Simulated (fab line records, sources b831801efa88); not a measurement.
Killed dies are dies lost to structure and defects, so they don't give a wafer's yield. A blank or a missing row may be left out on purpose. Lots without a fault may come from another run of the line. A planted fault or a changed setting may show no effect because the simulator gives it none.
A struck lot beside a sound one | flow sky130 | 23 steps out of a route of 708
Sound: wafers L686.1, L686.4, L686.6. Struck: wafers L676.2, L676.3, L676.6. The cause comes at the end.
At each step with rows: each side's tool, then ch and its chambers, then its first start. Under that, the readings that differ: sound wafers | struck wafers | difference of the means | sigmas: that difference in standard deviations of wafers without a fault.
alike: readings whose means differ by less than 2 such deviations, and words and numbers that are the same on both sides. not compared: withheld readings, readings that some wafer has no value for, bounds like >300 that may hide the same value, and numbers for which the record gives no deviation and whose values overlap.
The two part at a step that has a row with sigmas, a row that says differs or no value, or rows on one side only. Numbers that don't overlap but have no deviation are shown without sigmas and don't part them. A reading that every wafer of one side lacks parts them only if that side has two wafers or more.

SKY_LOCAL_INTERCONNECT_STRIP_15: strips in O2/N2.
  sound on plasma_asher-03 ch 0,1, day 36 17:50; struck on plasma_asher-03 ch 0,1, day 33 08:59
  alike: chamber_pressure_mTorr, drypump_motor_current_A, oes_product_au, strip_time_to_endpoint_s
  not compared: rf_hours_counter_h
then, 3 steps without rows for these wafers: SKY_LOCAL_INTERCONNECT_STRIP_16 (strips in post etch residue remover, time 1200 s); SKY_LOCAL_INTERCONNECT_CLEAN_17 (cleans in IPA, time 180 s); SKY_LOCAL_INTERCONNECT_CLEAN_18 (cleans in O3/DIW).
SKY_CONTACT_CVD_00: deposits Si3N4, target thk 75 nm.
  sound on pecvd-02 ch 0,1, day 36 18:28; struck on pecvd-01 ch 0,1, day 33 09:34
  alike: heater_power_w, rf_fwd_power_W
SKY_CONTACT_THK_MEAS_01:
  sound on film_metro-03, day 36 18:30; struck on film_metro-01, day 33 09:38
  alike: CONTACT_CVD_00_THK
then, 1 step without rows for these wafers: SKY_CONTACT_HDPCVD_02 (deposits SiO2, target thk 565 nm, time 94.2 s).
SKY_CONTACT_THK_MEAS_03:
  sound on film_metro-03, day 36 18:38; struck on film_metro-03, day 33 09:46
  alike: CONTACT_HDPCVD_THK
SKY_CONTACT_CMP_04: polishes SiO2.
  sound on cmp-02 ch 0,2,3, day 36 18:47; struck on cmp-01 ch 0,1,3, day 33 09:55
  alike: motor_current_A, time_to_endpoint_s
SKY_CONTACT_BOW_MEAS_05:
  sound on film_metro-04, day 36 18:59; struck on film_metro-01, day 33 10:08
  alike: CONTACT_BOW
then, 2 steps without rows for these wafers: SKY_CONTACT_DEHYDRATE_06 (time 60 s); SKY_CONTACT_HMDS_07 (prime time 60 s).
SKY_CONTACT_COAT_08: resist thk 60 nm.
  sound on litho_track-01 ch 0, day 37 08:23; struck on litho_track-02 ch 0, day 33 23:02
  reading              | sound                | struck               | difference | sigmas
  spin_speed_rpm (rpm) | 2996.7 3000.4 2997.8 | 3050.4 3051.4 3052.2 | +53.0      | +31
then, 5 steps without rows for these wafers: SKY_CONTACT_COAT_09 (resist thk 450 nm); SKY_CONTACT_SOFTBAKE_10 (time 90 s); SKY_CONTACT_EXPOSE_11 (exposes mask CTM1, target cd 170 nm); SKY_CONTACT_PEB_12; SKY_CONTACT_DEVELOP_13 (develop time 60 s).
SKY_CONTACT_CD_MEAS_14: target cd 170 nm.
  sound on cd_sem-02, day 37 22:14; struck on cd_sem-02, day 34 12:47
  alike: cd_nm
SKY_CONTACT_OVL_MEAS_15:
  sound on overlay-02, day 37 22:21; struck on overlay-02, day 34 12:53
  alike: CONTACT_OVL
SKY_CONTACT_ETCH_16: etches BARC in N2/H2, stops on SiO2, time 45.9 s, target depth 60 nm.
  sound on rie_diel-01 ch 0,1,2, day 37 22:23; struck on rie_diel-02 ch 2,3, day 34 12:55
  reading                  | sound             | struck           | difference | sigmas
  model.etch.depth_nm (nm) | 60.01 60.19 60.09 | 59.6 59.76 59.53 | -0.5       |
  alike: chamber_pressure_mTorr, drypump_motor_current_A, oes_product_au, rf_fwd_power_W, throttle_valve_pct
  not compared: rf_hours_counter_h
SKY_CONTACT_ETCH_17: etches SiO2 in C4F8/O2/Ar, stops on Si3N4, target depth 340 nm.
  sound on rie_diel-01 ch 0,1,2, day 37 22:26; struck on rie_diel-02 ch 2,3, day 34 12:58
  alike: chamber_pressure_mTorr, oes_product_au, rf_fwd_power_W
-- the record jumps here: 14 days lie between the struck wafers' starts before and after (it left off in module CONTACT and takes up again in module PAD_OPEN, whose first step shown is number 708 of the route) --
SKY_PAD_OPEN_PROBE_99:
  sound on prober-01, day 50 14:15; struck on prober-01, day 48 01:32
  alike: killed_at_M0_to_M3, killed_at_M4_up, killed_at_contacts, killed_at_front_end, killed_at_other, killed_dies, killed_on_rim, killed_open, killed_short

WHERE THEY PART
Only at SKY_CONTACT_COAT_08, within this record. Later steps at which nothing parts them and some readings are alike: SKY_CONTACT_CD_MEAS_14, SKY_CONTACT_OVL_MEAS_15, SKY_CONTACT_ETCH_16, SKY_CONTACT_ETCH_17, SKY_PAD_OPEN_PROBE_99.

WHY: what the simulator had put in
Process parameter drift: litho_track-02, from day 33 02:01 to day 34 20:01, at SKY_CONTACT_COAT_08. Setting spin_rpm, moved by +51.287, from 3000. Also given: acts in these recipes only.
